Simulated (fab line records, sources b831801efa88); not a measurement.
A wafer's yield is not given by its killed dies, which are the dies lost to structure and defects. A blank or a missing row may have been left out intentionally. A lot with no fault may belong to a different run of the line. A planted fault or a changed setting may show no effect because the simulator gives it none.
Check of tool commonality + flow sky130 + Sample size 13 lots and 39 wafers

## WHAT PROMPTED THE OPENING
Of 13 lots, 3 have the reading NWELL_RS flagged at SKY_NWELL_RS_MEAS_29. Fault-free wafers read 624.6 ohm/sq, with a standard deviation of 1.4.
Rule: a lot is flagged when every wafer of it that has a number lies more than 4 standard deviations from that mean, or none has a number. As for the other lots, they are considered sound.

| lot  | measured     | on            | NWELL_RS (ohm/sq), wafer by wafer | flag    |
|------|--------------|---------------|-----------------------------------|---------|
| L180 | day 5 09:47  | film_metro-03 | 624.0 623.5 622.3                 |         |
| L181 | day 5 18:11  | film_metro-03 | 623.5 624.0 623.8                 |         |
| L183 | day 6 02:25  | film_metro-01 | 627.5 626.0 623.8                 |         |
| L184 | day 6 06:32  | film_metro-01 | 623.0 625.2 623.8                 |         |
| L185 | day 6 16:24  | film_metro-04 | 637.2 637.4 638.5                 | FLAGGED |
| L187 | day 7 02:56  | film_metro-03 | 634.5 635.0 634.8                 | FLAGGED |
| L189 | day 7 16:16  | film_metro-03 | 635.6 638.1 637.8                 | FLAGGED |
| L196 | day 9 14:49  | film_metro-04 | 625.1 624.6 625.8                 |         |
| L198 | day 9 22:56  | film_metro-04 | 623.3 624.6 626.0                 |         |
| L199 | day 10 06:37 | film_metro-03 | 623.2 624.6 623.5                 |         |
| L200 | day 10 10:06 | film_metro-01 | 622.5 621.9 622.4                 |         |
| L201 | day 11 00:23 | film_metro-04 | 625.8 626.4 624.9                 |         |
| L202 | day 11 10:56 | film_metro-04 | 624.4 624.8 624.2                 |         |
The mean of the flagged lots' numbers is 636.5 ohm/sq, +11.9 ohm/sq from the usual (+9 standard deviations).

## WHICH TOOL EACH LOT WENT THROUGH
The record holds 1 process step before the reading, out of a route of 708 steps. Every cell lists first the tool, next ch and the chambers used by the sampled wafers, and last the start.
| lot  | flag    | SKY_NWELL_IMPLANT_13            |
|------|---------|---------------------------------|
| L180 |         | implanter-02 ch 0, day 4 15:50  |
| L181 |         | implanter-02 ch 0, day 4 23:41  |
| L183 |         | implanter-01 ch 0, day 5 07:22  |
| L184 |         | implanter-01 ch 0, day 5 11:26  |
| L185 | FLAGGED | implanter-01 ch 0, day 5 21:10  |
| L187 | FLAGGED | implanter-01 ch 0, day 6 07:14  |
| L189 | FLAGGED | implanter-01 ch 0, day 6 20:00  |
| L196 |         | implanter-02 ch 0, day 8 14:56  |
| L198 |         | implanter-02 ch 0, day 8 23:17  |
| L199 |         | implanter-04 ch 0, day 9 09:08  |
| L200 |         | implanter-02 ch 0, day 9 11:38  |
| L201 |         | implanter-04 ch 0, day 10 01:32 |
| L202 |         | implanter-04 ch 0, day 10 11:25 |
These steps, and what they do:
- SKY_NWELL_IMPLANT_13
- SKY_NWELL_RS_MEAS_29: measures by four-point-probe.

## FLAGGED AGAINST TOTAL, ONE TOOL AT A TIME (gauges that did the reading follow at the end)
| step                 | tool          | lots run | flagged | share of the flagged lots | sound lots run after its first flagged lot |
|----------------------|---------------|----------|---------|---------------------------|--------------------------------------------|
| SKY_NWELL_IMPLANT_13 | implanter-01  | 5        | 3       | all                       | 0                                          |
| SKY_NWELL_IMPLANT_13 | implanter-02  | 5        | 0       | none                      | -                                          |
| SKY_NWELL_IMPLANT_13 | implanter-04  | 3        | 0       | none                      | -                                          |
| SKY_NWELL_RS_MEAS_29 | film_metro-01 | 3        | 0       | none                      | -                                          |
| SKY_NWELL_RS_MEAS_29 | film_metro-03 | 5        | 2       | some                      | 1 (L199)                                   |
| SKY_NWELL_RS_MEAS_29 | film_metro-04 | 5        | 1       | some                      | 4 (L196,L198,L201,L202)                    |

## THE TABLE: WHAT IT ALLOWS
All flagged lots share 1 row of the table, namely implanter-01 at SKY_NWELL_IMPLANT_13.
- implanter-01 at SKY_NWELL_IMPLANT_13 ran 5 lots, 3 of them flagged. Last sound lot L184 at day 5 11:26, first flagged lot L185 at day 5 21:10; a fault beginning in between fits. Its own readings (dose_ions_cm2, faraday_current_uA) fall more than 4 standard deviations out on all wafers of the flagged lots.
Left over: one tool, implanter-01 at SKY_NWELL_IMPLANT_13.

## WHAT THE SIMULATOR HAD INSERTED
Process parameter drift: implanter-01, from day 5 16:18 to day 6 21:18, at SKY_NWELL_IMPLANT_13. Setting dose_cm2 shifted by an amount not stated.
Shown lots that were struck: L185, L187, L189. Same finding as the rule above.
